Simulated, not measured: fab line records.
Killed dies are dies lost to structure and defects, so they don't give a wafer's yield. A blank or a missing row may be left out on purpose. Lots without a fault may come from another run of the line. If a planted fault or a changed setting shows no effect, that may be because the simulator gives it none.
8D (eight disciplines) problem report, filled in by code | flow gf180mcu | the parts of the form that need people (team, actions taken, sign-off) are left out

## 1. WHAT IS WRONG
HV_LDD_CVD_56_THK at GF_HV_LDD_THK_MEAS_57 reads a mean of 27.0 nm on 6 wafers of 2 lots; wafers without a fault read 89.7 nm with a standard deviation of 1. That puts it -63 standard deviations away from the usual mean.
First observed at day 14 06:23: wafer L265.1, on filmMetro-02. At this step, 30 wafers from 10 lots have a number in the record. Rule for "out", or "out of limits": more than 4 standard deviations from the usual mean. The rest of the wafers with a number are treated as sound.

## 2. WHAT IT IS, WHAT IT ISN'T
question                    | is                         | is not
which readings at this step | HV_LDD_CVD_56_THK          | -
which lots                  | L265, L267                 | L260, L262, L264, L275, L277, L278, L279, L283
which wafers of those lots  | all that have a number     | -
read on which gauges        | filmMetro-02, filmMetro-04 | filmMetro-03
when                        | from day 14 06:23          | up to then (9 sound wafers); but 15 sound wafers of L275, L277, L278, L279, L283 came after

## 3. WHAT RULES OUT EACH SUSPECT
Counting: any tool at a process step up to the reading is kept as a suspect provided that every lot that is out went through it and no sound lot did after the first of them.
- ruled out: the gauge at GF_HV_LDD_THK_MEAS_57. Those wafers that are out were read across 2 gauges (filmMetro-02, filmMetro-04).
- lpcvd-01 at GF_HV_LDD_CVD_56 (deposits Si3N4 from DCS/NH3, target thk 90 nm, time 1543 s): ruled out as a lasting fault. The sound lots L275, L277, L279, L283 went through it after L265, its earliest lot that is out (day 14 04:57).
Left after counting: nothing in the record.

## 4. THE CAUSE (what the simulator had put in)
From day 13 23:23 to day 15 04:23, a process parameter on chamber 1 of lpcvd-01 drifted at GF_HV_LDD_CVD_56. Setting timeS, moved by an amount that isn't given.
It was ruled out by counting, in error; the rule expects a fault to strike all lots run on its tool from its start on, and this fault did not.

## 5. SEQUENCE OF EFFECTS, ordered by route
Rows list readings where the struck wafers' mean (over those with a number) sits beyond 3 standard deviations from the usual. Only readings whose record carries a usual standard deviation are examined. hours: median over the lots of the time between each lot's start at the first step of this table that gives one and its start at this step. sigmas: the change, counted in usual standard deviations.
hours | step                   | reading           | usual      | on struck wafers | change | sigmas
0     | GF_HV_LDD_THK_MEAS_57  | HV_LDD_CVD_56_THK | 89.7 nm    | 27.0             | -62.7  | -63
0     | GF_HV_LDD_ETCHBACK_58  | oesProductAu      | 0.841 a.u. | 0.517            | -0.324 | -48
0     | GF_HV_LDD_ETCHBACK_58  | throttleValvePct  | 10.560 %   | 10.517           | -0.043 | -5.0
68    | GF_CONTACT_BOW_MEAS_05 | CONTACT_BOW       | 65 um      | 42               | -23    | -3.3
119   | GF_V1_BOW_MEAS_05      | V1_BOW            | 83 um      | 62               | -21    | -3.0
The process steps in it:
- GF_HV_LDD_ETCHBACK_58: etches Si3N4 in CH3F/O2, stops on SiO2, time 100 s, target depth 90 nm.
Readings that are blank on the struck wafers while sound wafers have them: susceptorTempC at GF_HV_LDD_CVD_56.

## 6. WHAT WOULD HAVE CAUGHT IT SOONER
Counted from the fault's start at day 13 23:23, it took 7 hours until the first out-of-limits reading at a measuring or inspecting step in this record, taken at day 14 06:23.
